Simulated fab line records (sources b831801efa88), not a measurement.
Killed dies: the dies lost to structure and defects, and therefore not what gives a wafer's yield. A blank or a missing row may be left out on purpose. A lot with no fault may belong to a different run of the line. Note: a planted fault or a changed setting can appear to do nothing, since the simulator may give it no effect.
Problem report, 8D (eight disciplines) form, completed by code	flow gf180mcu	the parts of the form that need people (team, actions taken, sign-off) are left out

1. THE PROBLEM
At GF_POLY_GATE_CD_MEAS_10, cd_nm averages 271.9 nm over 3 wafers from 3 lots, while fault-free wafers read 280.5 nm, standard deviation 1.3. That is -6.6 standard deviations from the usual mean.
The step: target cd 280 nm.
First seen on wafer L768.3, day 11 14:52, on cd_sem-01. The record has a number at this step for 35 wafers belonging to 13 lots. Rule for "out" (also "out of limits"): further than 4 standard deviations from the usual mean. All remaining wafers that have a number are taken as sound.

2. WHAT IT IS; WHAT IT IS NOT
question	is	is not
which readings at this step	cd_nm	-
which lots	L768, L769, L770	L762, L763, L764, L765, L767, L773, L777, L779, L781, L782
which wafers of those lots	L768.3, L769.3, L770.5	L768.1, L769.1
read on which gauges	cd_sem-01, cd_sem-02	-
when	from day 11 14:52	up to then (16 sound wafers); but 16 sound wafers of L769, L773, L777, L779, L781, L782 came after

3. THE SUSPECTS, EACH WITH WHAT RULES IT OUT
Counting: a tool at a process step up to the reading stays a suspect if it ran every lot that is out. Sound lots after the first of them don't rule it out here, since some wafers of a struck lot are sound.
- the gauge at GF_POLY_GATE_CD_MEAS_10: ruled out. 2 gauges (cd_sem-01, cd_sem-02) read the wafers that are out.
- litho_track-04 at GF_POLY_GATE_PEB_08 (peb time 90 s): kept. Every lot that is out went through it, the first being L768 (day 11 14:31); the last sound lot it ran before that was L764 (day 10 12:22).
After counting, what remains is litho_track-04 at GF_POLY_GATE_PEB_08.

4. THE CAUSE (what the simulator had put in)
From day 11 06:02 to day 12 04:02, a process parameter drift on litho_track-04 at GF_POLY_GATE_PEB_08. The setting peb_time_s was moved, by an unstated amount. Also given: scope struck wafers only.
After counting, this tool was the only one left.

5. THE EFFECT CHAIN, in route order
Rows list readings where the struck wafers' mean (over those with a number) sits beyond 3 standard deviations from the usual. Only readings whose record carries a usual standard deviation are examined. hours: median over the lots of the time between each lot's start at the first step of this table that gives one and its start at this step. sigmas: the change, counted in usual standard deviations.
hours	step	reading	usual	on struck wafers	change	sigmas
0	GF_POLY_GATE_CD_MEAS_10	cd_nm	280.5 nm	271.9	-8.6	-6.6

6. HOW IT WOULD HAVE BEEN CAUGHT EARLIER
9 hours passed between the start of the fault at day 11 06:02 and the first reading out of limits at a measuring or inspecting step in this record, taken at day 11 14:52.
Among the 3 lots that are out, L769, L770 began GF_POLY_GATE_PEB_08 on litho_track-04 after day 11 14:52. A hold on the tool at that time would have spared those 2.
